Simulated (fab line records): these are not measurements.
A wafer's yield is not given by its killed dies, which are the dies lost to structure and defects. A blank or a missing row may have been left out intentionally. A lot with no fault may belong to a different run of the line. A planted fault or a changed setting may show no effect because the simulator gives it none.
A struck lot beside a sound one || flow sky130 || 15 out of 708 route steps
Sound: wafers L170.4, L170.5, L170.6. Struck: wafers L175.1, L175.3 (left out: L175.4, a lot-mate that was not struck); the cause follows at the end.
Each step with rows lists, per side, the tool, then ch with its chambers, then its first start. Under that, the readings that differ: sound wafers || struck wafers || difference of the means || sigmas: that difference in standard deviations of wafers without a fault.
alike: a reading whose means differ by less than 2 such deviations, as well as words and numbers matching on both sides. not compared: withheld readings; readings where some wafer has no value; bounds like >300 that might hide an equal value; numbers whose values overlap and for which the record gives no deviation.
The two part at a step that has a row with sigmas, a row that says differs or no value, or rows on one side only. When numbers do not overlap yet have no deviation, they are printed without sigmas and do not part them. Lack of a reading on every wafer of one side parts them only where that side has two or more wafers.

first, 4 steps without rows for these wafers: SKY_VIA3_SOFTBAKE_08 (time 90 s); SKY_VIA3_EXPOSE_09 (exposes mask VIM3, target cd 200 nm); SKY_VIA3_PEB_10; SKY_VIA3_DEVELOP_11 (develop time 60 s).
SKY_VIA3_CD_MEAS_12: the cd target is 200 nm.
  sound: cd-sem-01 at day 42 11:55; struck: cd-sem-01 at day 43 17:14
  alike: cd-nm
SKY_VIA3_OVL_MEAS_13:
  sound: overlay-01 at day 42 11:59; struck: overlay-01 at day 43 17:22
  alike: VIA3_OVL
SKY_VIA3_ETCH_14: etches BARC in N2/H2, stops on SiO2, time 45.9 s, target depth 60 nm.
  sound on rie-diel-04 ch 1,2,3, day 42 12:00; struck on rie-diel-01 ch 1,3, day 43 17:24
  alike: bias-w, drypump-motor-current-A, oes-product-au, rf-fwd-power-W, throttle-valve-pct
  not compared: rf-hours-counter-h
SKY_VIA3_ETCH_15: etches SiO2 in C4F8/O2/Ar, stops on TiN, target depth 507 nm, time 78 s.
  sound on rie-diel-04 ch 1,2,3, day 42 12:03; struck on rie-diel-01 ch 1,3, day 43 17:26
  alike: bias-w, oes-product-au, rf-fwd-power-W
  not compared: rf-hours-counter-h
SKY_VIA3_STRIP_16: strips in O2/N2.
  sound on plasma-asher-01 ch 0,1, day 42 12:08; struck on plasma-asher-03 ch 0,1, day 43 17:30
  alike: drypump-motor-current-A, oes-product-au, strip-time-to-endpoint-s
  not compared: rf-hours-counter-h
then, 3 steps without rows for these wafers: SKY_VIA3_STRIP_17 (strips in post etch residue remover, time 1200 s); SKY_VIA3_CLEAN_18 (cleans in IPA, time 180 s); SKY_VIA3_CLEAN_19 (cleans in O3/DIW).
SKY_VIA3_SPUTTER_20: material TiN, target thk 20 nm, time 80 s.
  sound: pvd-sputter-01 at day 42 12:42; struck: pvd-sputter-01 at day 43 18:05
{"reading": "model.TiN_of_VIA3_SPUTTER_20.thk-nm (nm)", "sound": "19.9 20.03 20.08", "struck": "27.93 27.97", "difference": "+7.95", "sigmas": ""}
  alike: throttle-valve-pct
SKY_VIA3_CVD_21: deposits W, target thk 390 nm, time 117.31 s.
  sound on cvd-w-02 ch 0,1, day 42 12:48; struck on cvd-w-01 ch 1, day 43 18:09
  alike: heater-power-w
then, 1 step without rows for these wafers: SKY_PAD_OPEN_PROBE_99.

== WHERE THEY PART ==
Nowhere in this record.

WHY: what the simulator had put in
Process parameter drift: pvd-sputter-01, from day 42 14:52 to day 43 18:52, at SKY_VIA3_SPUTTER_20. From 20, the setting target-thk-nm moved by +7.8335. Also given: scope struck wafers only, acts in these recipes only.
